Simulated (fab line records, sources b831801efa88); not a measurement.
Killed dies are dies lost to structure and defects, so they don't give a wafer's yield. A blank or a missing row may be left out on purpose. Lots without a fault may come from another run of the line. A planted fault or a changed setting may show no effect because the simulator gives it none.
Which tool did it? | flow gf180mcu | 14 lots, 42 wafers sampled, at 5 steps of a route of 602

WHAT THE GAUGES READ, wafer by wafer
GF_HV_LDD_TW_MEAS_23.
lot  | measured     | on            | HV_LDD_2_TW
L704 | day 10 16:52 | film_metro-03 | 1049 1047 1047
L705 | day 10 21:52 | film_metro-03 | 1056 1049 1052
L706 | day 11 06:21 | film_metro-04 | 1060 1060 1062
L707 | day 11 10:54 | film_metro-03 | 1057 1062 1061
L709 | day 12 03:30 | film_metro-02 | 1051 1051 1053
L713 | day 13 16:58 | film_metro-04 | 1061 1055 1060
L715 | day 14 09:33 | film_metro-04 | 1113 1113 1113
L716 | day 14 18:11 | film_metro-03 | 1098 1098 1098
L720 | day 16 08:39 | film_metro-03 | 1056 1052 1047
L723 | day 17 01:43 | film_metro-03 | 1055 1052 1050
L724 | day 17 03:32 | film_metro-04 | 1063 1059 1059
L725 | day 17 12:56 | film_metro-03 | 1056 1048 1054
L727 | day 18 00:13 | film_metro-03 | 1042 1049 1047
L726 | day 18 01:28 | film_metro-03 | 1050 1047 1047

GF_V1_OVL_MEAS_15.
lot  | measured     | on         | V1_OVL (nm)
L704 | day 17 20:31 | overlay-01 | 0 -6 -4
L705 | day 18 03:40 | overlay-02 | 4 4 2
L706 | day 18 16:55 | overlay-01 | -9 -6 -4
L707 | day 18 21:58 | overlay-01 | -8 -10 -1
L709 | day 19 19:59 | overlay-01 | 5 4 -7
L713 | day 21 17:46 | overlay-01 | -3 -6 6
L715 | day 22 11:07 | overlay-01 | -4 -6 -6
L716 | day 22 19:29 | overlay-01 | -1 -3 -3
L720 | day 24 09:50 | overlay-01 | 2 7 6
L723 | day 25 04:41 | overlay-01 | 2 -1 6
L724 | day 25 05:06 | overlay-01 | -3 -5 -4
L725 | day 25 15:07 | overlay-01 | 5 1 2
L727 | day 26 00:56 | overlay-02 | 3 -1 -3
L726 | day 26 04:31 | overlay-01 | -2 -1 -5

GF_M2_OVL_MEAS_15.
lot  | measured     | on         | M2_OVL (nm)
L704 | day 18 21:11 | overlay-01 | 0 -5 4
L705 | day 19 05:26 | overlay-01 | -12 -11 -12
L706 | day 19 19:09 | overlay-02 | -4 -4 -5
L707 | day 19 23:54 | overlay-02 | -11 -6 -7
L709 | day 20 21:29 | overlay-01 | -16 -14 -20
L713 | day 22 18:34 | overlay-01 | -6 -7 -2
L715 | day 23 10:58 | overlay-01 | -7 -8 -6
L716 | day 23 19:45 | overlay-01 | -14 -13 -9
L720 | day 25 08:54 | overlay-01 | -9 -6 -7
L723 | day 26 03:35 | overlay-02 | -6 -6 -12
L724 | day 26 04:24 | overlay-02 | 4 -5 -5
L725 | day 26 14:14 | overlay-01 | 5 1 5
L727 | day 26 22:55 | overlay-01 | -10 -13 -9
L726 | day 27 03:23 | overlay-01 | -9 -8 -7

WHICH TOOL RAN EACH LOT (tool, then ch and the chambers of the sampled wafers, then the start)
lot  | GF_HV_LDD_IMPLANT_21            | GF_V1_CVD_23
L704 | implanter-04 ch 0, day 10 16:37 | cvd_w-01 ch 0,1, day 17 21:20
L705 | implanter-02 ch 0, day 10 21:37 | cvd_w-01 ch 0,1, day 18 04:29
L706 | implanter-02 ch 0, day 11 06:06 | cvd_w-01 ch 0, day 18 17:43
L707 | implanter-04 ch 0, day 11 10:39 | cvd_w-02 ch 0, day 18 22:46
L709 | implanter-03 ch 0, day 12 03:15 | cvd_w-02 ch 0,1, day 19 20:47
L713 | implanter-02 ch 0, day 13 16:43 | cvd_w-01 ch 0,1, day 21 18:34
L715 | implanter-04 ch 0, day 14 09:19 | cvd_w-02 ch 0,1, day 22 11:55
L716 | implanter-04 ch 0, day 14 17:56 | cvd_w-02 ch 0,1, day 22 20:17
L720 | implanter-02 ch 0, day 16 08:24 | cvd_w-01 ch 0,1, day 24 10:40
L723 | implanter-02 ch 0, day 17 01:30 | cvd_w-01 ch 0,1, day 25 05:31
L724 | implanter-02 ch 0, day 17 03:17 | cvd_w-01 ch 0,1, day 25 05:54
L725 | implanter-04 ch 0, day 17 12:43 | cvd_w-01 ch 0,1, day 25 15:56
L727 | implanter-04 ch 0, day 17 23:58 | cvd_w-02 ch 0, day 26 01:43
L726 | implanter-02 ch 0, day 18 01:15 | cvd_w-02 ch 0,1, day 26 05:22
- GF_HV_LDD_IMPLANT_21
- GF_V1_CVD_23: deposits W, target thk 350 nm, time 105.05 s.

WHAT THE TOOLS THEMSELVES READ (means of the sampled wafers that have a number; where no wafer has one, the mark that the record gives instead)
GF_HV_LDD_IMPLANT_21.
lot  | tool         | dose_ions_cm2 | end_station_pressure_torr (Torr) | faraday_current_uA
L704 | implanter-04 | 5e+13         | 5.61e-06                         | 286
L705 | implanter-02 | 5e+13         | 5.23e-06                         | 280
L706 | implanter-02 | 5e+13         | 5.23e-06                         | 280
L707 | implanter-04 | 5e+13         | 5.51e-06                         | 284
L709 | implanter-03 | 5e+13         | 5.34e-06                         | 280
L713 | implanter-02 | 5e+13         | 5.44e-06                         | 279
L715 | implanter-04 | 6e+13         | 5.41e-06                         | 324
L716 | implanter-04 | 6e+13         | 5.18e-06                         | 320
L720 | implanter-02 | 5e+13         | 5.08e-06                         | 286
L723 | implanter-02 | 5e+13         | 5.29e-06                         | 283
L724 | implanter-02 | 5e+13         | 5.31e-06                         | 281
L725 | implanter-04 | 5e+13         | 4.85e-06                         | 291
L727 | implanter-04 | 5e+13         | 5.35e-06                         | 284
L726 | implanter-02 | 5e+13         | 5.23e-06                         | 283

GF_V1_CVD_23.
lot  | tool     | heater_power_w (W)
L704 | cvd_w-01 | 804
L705 | cvd_w-01 | 759
L706 | cvd_w-01 | 715
L707 | cvd_w-02 | 779
L709 | cvd_w-02 | 847
L713 | cvd_w-01 | 763
L715 | cvd_w-02 | 830
L716 | cvd_w-02 | 828
L720 | cvd_w-01 | 758
L723 | cvd_w-01 | 752
L724 | cvd_w-01 | 761
L725 | cvd_w-01 | 762
L727 | cvd_w-02 | 788
L726 | cvd_w-02 | 820

THE ANSWER, worked out from the rows above alone
Rule: what is usual is taken from the lots themselves. Put in order of their means at a reading, lots are off if they are a third of the lots or fewer, leave a main group of 4 or more, and stand apart from it by a gap of 3 or more times the standard deviation of the main group's means; of several such gaps the widest counts. A main group whose means are all the same, to the digits that the tables above print for the reading, isn't used. A lot without any number at a reading at which 4 lots or more have one is off too. The other lots that the step has rows for count as sound. The gauges are gone through in route order, then the tools' own readings, and for those a lot's mean is taken as printed above. The first step at which some lot is off is used, and at that step the reading that is off furthest; a lot without a number counts as furthest.
Off: L715, L716, at GF_HV_LDD_TW_MEAS_23 (HV_LDD_2_TW). The main group: mean 1054, standard deviation 5.
A tool fits if, at a process step before that reading, it ran every lot that is off, and no sound lot after the first of them. The gauges at GF_HV_LDD_TW_MEAS_23 aren't tried: what is off there is off at GF_HV_LDD_IMPLANT_21 too, on other tools, and a gauge's error can't cause that. None of those tried fits.

WHAT THE SIMULATOR HAD PUT IN
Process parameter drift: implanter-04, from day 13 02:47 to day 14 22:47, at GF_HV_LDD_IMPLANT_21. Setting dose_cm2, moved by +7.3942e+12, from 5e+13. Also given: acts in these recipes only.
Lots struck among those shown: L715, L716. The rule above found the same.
